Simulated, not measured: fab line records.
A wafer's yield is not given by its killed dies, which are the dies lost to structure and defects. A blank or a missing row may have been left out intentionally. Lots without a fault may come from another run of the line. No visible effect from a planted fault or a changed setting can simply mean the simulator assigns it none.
Chamber matching / flow gf180mcu / GF_V4_CMP_04 on cmp-01: 4 sister chambers
The step polishes SiO2. 8 wafers are shown with their chamber, then 8 later ones without.

WAFERS WITH THEIR CHAMBER
wafer=L779.1; chamber=0; motor_current_A (A)=12.0; slurry_flow_ml_min=150.6
wafer=L782.4; chamber=0; motor_current_A (A)=11.7; slurry_flow_ml_min=150.5
wafer=L782.5; chamber=2; motor_current_A (A)=10.0; slurry_flow_ml_min=150.1
wafer=L784.3; chamber=1; motor_current_A (A)=12.5; slurry_flow_ml_min=148.8
wafer=L784.6; chamber=2; motor_current_A (A)=10.4; slurry_flow_ml_min=150.6
wafer=L786.1; chamber=1; motor_current_A (A)=12.7; slurry_flow_ml_min=150.1
wafer=L786.5; chamber=3; motor_current_A (A)=11.7; slurry_flow_ml_min=150.4
wafer=L789.4; chamber=3; motor_current_A (A)=10.9; slurry_flow_ml_min=150.4

WAFERS WHOSE CHAMBER IS MISSING
wafer=L789.5; motor_current_A (A)=11.2; slurry_flow_ml_min=149.8
wafer=L789.6; motor_current_A (A)=11.7; slurry_flow_ml_min=150.6
wafer=L796.2; motor_current_A (A)=12.6; slurry_flow_ml_min=150.1
wafer=L796.5; motor_current_A (A)=11.8; slurry_flow_ml_min=149.7
wafer=L796.6; motor_current_A (A)=12.1; slurry_flow_ml_min=150.6
wafer=L798.1; motor_current_A (A)=10.8; slurry_flow_ml_min=150.0
wafer=L798.4; motor_current_A (A)=12.2; slurry_flow_ml_min=150.1
wafer=L798.6; motor_current_A (A)=11.0; slurry_flow_ml_min=149.5

EACH ONE'S CHAMBER
wafer=L789.5; from the rows above=can't be placed: 3 or 0 or 2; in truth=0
wafer=L789.6; from the rows above=can't be placed: 0 or 3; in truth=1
wafer=L796.2; from the rows above=can't be placed: 1 or 0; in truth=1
wafer=L796.5; from the rows above=can't be placed: 0 or 3 or 1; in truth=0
wafer=L796.6; from the rows above=can't be placed: 0 or 3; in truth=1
wafer=L798.1; from the rows above=can't be placed: 3 or 2 or 0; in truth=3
wafer=L798.4; from the rows above=can't be placed: 0 or 1 or 3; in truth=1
wafer=L798.6; from the rows above=can't be placed: 3 or 2 or 0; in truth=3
Correct placement for 0 of the 8. Unplaceable from these rows: 8, with the true chamber sitting among the candidates in 6. Number placed wrongly: 0.
How it was worked out, from the rows above alone: a wafer's distance from a chamber is the root of the sum, over the readings, of the square of ((its reading less the chamber's mean) divided by the reading's scatter). The wafer belongs to the nearest chamber; if the next one is less than 2 further off, it can't be placed. The mean given for a chamber averages the wafers shown for that chamber. The scatter: the root of (the sum of the squares of (reading less its chamber's mean) over the shown wafers, divided by (wafers less chambers)).
